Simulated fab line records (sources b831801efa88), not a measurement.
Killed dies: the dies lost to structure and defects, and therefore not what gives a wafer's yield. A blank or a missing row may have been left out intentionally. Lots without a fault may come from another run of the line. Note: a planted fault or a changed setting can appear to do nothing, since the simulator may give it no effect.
The tool behind it: which one? -- flow gf180mcu -- Sampling: 15 lots, 45 wafers, 6 of 602 route steps

== WHAT THE GAUGES READ, wafer by wafer ==
GF_V4_OVL_MEAS_15.
lot,measured,on,V4_OVL (nm)
L738,day 24 11:29,overlay-02,-7 3 1
L740,day 25 08:17,overlay-01,0 -2 -1
L741,day 25 11:34,overlay-02,-3 2 2
L742,day 26 03:50,overlay-02,-3 -6 -5
L743,day 26 13:01,overlay-02,-6 -5 -7
L745,day 26 21:47,overlay-02,-8 -14 -10
L747,day 27 13:02,overlay-01,0 -7 -5
L752,day 28 23:54,overlay-01,-5 -6 -5
L753,day 29 03:05,overlay-01,-5 -5 -4
L754,day 29 13:16,overlay-01,-4 -3 0
L755,day 29 21:10,overlay-01,-7 -7 -2
L756,day 29 22:42,overlay-02,-7 -12 -6
L758,day 30 13:01,overlay-01,-2 -5 -8
L759,day 30 18:52,overlay-02,-6 -9 -12
L760,day 30 22:40,overlay-01,0 -4 0

GF_MIM_RS_MEAS_10: the measuring method here is four-point-probe.
lot,measured,on,MIM_ALCU_RS (ohm/sq)
L738,day 24 13:17,film_metro-02,0.1636 0.1630 0.1624
L740,day 25 10:05,film_metro-03,0.1601 0.1604 0.1592
L741,day 25 13:34,film_metro-03,0.1591 0.1595 0.1560
L742,day 26 05:39,film_metro-01,9.6347 9.4705 9.6327
L743,day 26 14:52,film_metro-01,9.4511 9.5791 9.4945
L745,day 26 23:37,film_metro-03,9.4182 9.3594 9.3781
L747,day 27 14:52,film_metro-02,0.1583 0.1615 0.1609
L752,day 29 01:44,film_metro-03,0.1615 0.1626 0.1607
L753,day 29 05:14,film_metro-03,0.1604 0.1594 0.1617
L754,day 29 15:13,film_metro-03,0.1637 0.1619 0.1631
L755,day 29 23:59,film_metro-01,0.1582 0.1547 0.1571
L756,day 30 00:43,film_metro-03,0.1592 0.1609 0.1587
L758,day 30 14:54,film_metro-03,0.1604 0.1604 0.1597
L759,day 30 20:40,film_metro-03,0.1624 0.1619 0.1602
L760,day 31 00:30,film_metro-03,0.1607 0.1591 0.1593

GF_MIM_THK_MEAS_11: measures by xrf.
lot,measured,on,MIM_ALCU_THK (nm)
L738,day 24 13:24,film_metro-02,194.9 195.2 195.8
L740,day 25 10:13,film_metro-03,196.5 196.7 198.9
L741,day 25 13:41,film_metro-03,197.7 197.5 202.5
L742,day 26 05:46,film_metro-01,<0.4 <0.4 <0.4
L743,day 26 14:59,film_metro-01,<0.4 <0.4 <0.4
L745,day 26 23:43,film_metro-03,<0.2 <0.2 <0.2
L747,day 27 14:58,film_metro-02,200.6 198.2 197.7
L752,day 29 01:50,film_metro-03,196.9 195.1 196.7
L753,day 29 05:21,film_metro-03,197.8 198.9 197.2
L754,day 29 15:20,film_metro-03,194.6 196.3 193.3
L755,day 30 00:06,film_metro-01,200.3 204.8 202.1
L756,day 30 00:49,film_metro-03,199.0 197.2 199.8
L758,day 30 15:01,film_metro-03,198.4 197.9 199.2
L759,day 30 20:47,film_metro-03,195.6 196.3 198.0
L760,day 31 00:37,film_metro-03,197.3 199.3 199.0

== EACH LOT AND THE TOOL THAT RAN IT (in order: tool; ch and the chambers of the sampled wafers; start) ==
lot,GF_V4_ETCH_17,GF_MIM_SPUTTER_01,GF_MIM_SPUTTER_08
L738,"rie_diel-02 ch 0,3, day 24 12:58 or earlier","pvd_sputter-01, day 24 12:58","pvd_sputter-02, day 24 13:13"
L740,"rie_diel-01 ch 0,1,2, day 25 09:47 or earlier","pvd_sputter-01, day 25 09:47","pvd_sputter-03, day 25 10:02"
L741,"rie_diel-03 ch 1,2,3, day 25 13:15 or earlier","pvd_sputter-01, day 25 13:15","pvd_sputter-03, day 25 13:31"
L742,"rie_diel-01 ch 0,2,3, day 26 05:20 or earlier","pvd_sputter-03, day 26 05:20","pvd_sputter-02, day 26 05:35"
L743,"rie_diel-03 ch 0,1,3, day 26 14:33 or earlier","pvd_sputter-02, day 26 14:33","pvd_sputter-03, day 26 14:49"
L745,"rie_diel-01 ch 0,1,3, day 26 23:17 or earlier","pvd_sputter-01, day 26 23:17","pvd_sputter-03, day 26 23:32"
L747,"rie_diel-03 ch 2,3, day 27 14:32 or earlier","pvd_sputter-02, day 27 14:32","pvd_sputter-03, day 27 14:47"
L752,"rie_diel-01 ch 0,1,3, day 29 01:23 or earlier","pvd_sputter-02, day 29 01:23","pvd_sputter-01, day 29 01:38"
L753,"rie_diel-01 ch 0,1, day 29 04:55 or earlier","pvd_sputter-03, day 29 04:55","pvd_sputter-02, day 29 05:11"
L754,"rie_diel-03 ch 0,2,3, day 29 14:53 or earlier","pvd_sputter-02, day 29 14:53","pvd_sputter-01, day 29 15:10"
L755,"rie_diel-02 ch 1,2,3, day 29 23:40 or earlier","pvd_sputter-02, day 29 23:40","pvd_sputter-03, day 29 23:55"
L756,"rie_diel-03 ch 0,1,3, day 30 00:22 or earlier","pvd_sputter-02, day 30 00:22","pvd_sputter-03, day 30 00:37"
L758,"rie_diel-02 ch 2,3, day 30 14:35 or earlier","pvd_sputter-01, day 30 14:35","pvd_sputter-02, day 30 14:50"
L759,"rie_diel-03 ch 2,3, day 30 20:22 or earlier","pvd_sputter-03, day 30 20:22","pvd_sputter-02, day 30 20:37"
L760,"rie_diel-02 ch 1,2,3, day 31 00:11 or earlier","pvd_sputter-01, day 31 00:11","pvd_sputter-02, day 31 00:26"
- GF_V4_ETCH_17: etches SiO2 in C4F8/O2/Ar, stops on TiN, target depth 630 nm.
- GF_MIM_SPUTTER_01: material TiN, target thk 30 nm, time 25 s.
- GF_MIM_SPUTTER_08: material AlCu, target thk 200 nm, time 10.6 s.

== AS READ BY THE TOOLS THEMSELVES (means over the sampled wafers that have a number; for cases with no such wafer, the mark the record gives instead) ==
GF_V4_ETCH_17.
lot,tool,oes_product_au (a.u.)
L738,rie_diel-02,0.856
L740,rie_diel-01,0.856
L741,rie_diel-03,0.853
L742,rie_diel-01,0.860
L743,rie_diel-03,0.857
L745,rie_diel-01,0.857
L747,rie_diel-03,0.850
L752,rie_diel-01,0.858
L753,rie_diel-01,0.861
L754,rie_diel-03,0.852
L755,rie_diel-02,0.857
L756,rie_diel-03,0.856
L758,rie_diel-02,0.855
L759,rie_diel-03,0.856
L760,rie_diel-02,0.853

GF_MIM_SPUTTER_01.
lot,tool,cathode_dc_power_W (W),chamber_pressure_pa (Pa),throttle_valve_pct (%)
L738,pvd_sputter-01,6499.6,0.3996,30.5
L740,pvd_sputter-01,6499.5,0.4001,31.2
L741,pvd_sputter-01,6500.1,0.4003,30.6
L742,pvd_sputter-03,6499.2,0.3995,29.6
L743,pvd_sputter-02,6500.5,0.4003,29.9
L745,pvd_sputter-01,6499.5,0.4001,30.5
L747,pvd_sputter-02,6501.0,0.3997,29.6
L752,pvd_sputter-02,6500.5,0.4001,29.9
L753,pvd_sputter-03,6499.3,0.4002,29.5
L754,pvd_sputter-02,6500.9,0.4002,29.9
L755,pvd_sputter-02,6499.3,0.3993,29.5
L756,pvd_sputter-02,6499.7,0.3996,29.7
L758,pvd_sputter-01,6500.2,0.4007,30.5
L759,pvd_sputter-03,6501.6,0.3997,29.7
L760,pvd_sputter-01,6499.5,0.4002,30.4

GF_MIM_SPUTTER_08.
lot,tool,cathode_dc_power_W (W),chamber_pressure_pa (Pa),throttle_valve_pct (%)
L738,pvd_sputter-02,10600,0.3997,29.6
L740,pvd_sputter-03,10599,0.3999,29.0
L741,pvd_sputter-03,10601,0.4001,29.5
L742,pvd_sputter-02,-,-,-
L743,pvd_sputter-03,-,-,-
L745,pvd_sputter-03,-,-,-
L747,pvd_sputter-03,10600,0.3992,29.6
L752,pvd_sputter-01,10600,0.3995,31.4
L753,pvd_sputter-02,10602,0.4000,29.8
L754,pvd_sputter-01,10601,0.3998,29.7
L755,pvd_sputter-03,10600,0.4002,29.1
L756,pvd_sputter-03,10598,0.3999,28.8
L758,pvd_sputter-02,10600,0.4004,29.9
L759,pvd_sputter-02,10599,0.4003,29.5
L760,pvd_sputter-02,10602,0.3997,29.7

== THE ANSWER, worked out from the rows above alone ==
Rule: the lots themselves supply what counts as usual. Put in order of their means at a reading, lots are off if they are a third of the lots or fewer, leave a main group of 4 or more, and stand apart from it by a gap of 3 or more times the standard deviation of the main group's means; of several such gaps the widest counts. The tables above print the reading to a certain number of digits; a main group whose means all agree to those digits is not used. A lot without any number at a reading at which 4 lots or more have one is off too. The other lots that the step has rows for count as sound. Order of review: gauges by route order, followed by the tools' own readings, for which a lot's mean as printed above is used. At the first step where some lot is off, the reading lying furthest off is the one used; lots without a number count as furthest.
Off: at GF_MIM_RS_MEAS_10 (MIM_ALCU_RS), L742, L743, L745. For the main group the mean is 0.1603 ohm/sq and the standard deviation 0.0017.
A tool fits if, at a process step before that reading, it ran every lot that is off, and no sound lot after the first of them. The gauges at GF_MIM_RS_MEAS_10 aren't tried: what is off there is off at GF_MIM_SPUTTER_08 too, on other tools, and a gauge's error can't cause that. Because GF_V4_ETCH_17 lacks a start for some lots, the hours and order of its lots are taken from GF_MIM_SPUTTER_01. Not one of the candidates tried fits.

== WHAT THE SIMULATOR HAD PUT IN ==
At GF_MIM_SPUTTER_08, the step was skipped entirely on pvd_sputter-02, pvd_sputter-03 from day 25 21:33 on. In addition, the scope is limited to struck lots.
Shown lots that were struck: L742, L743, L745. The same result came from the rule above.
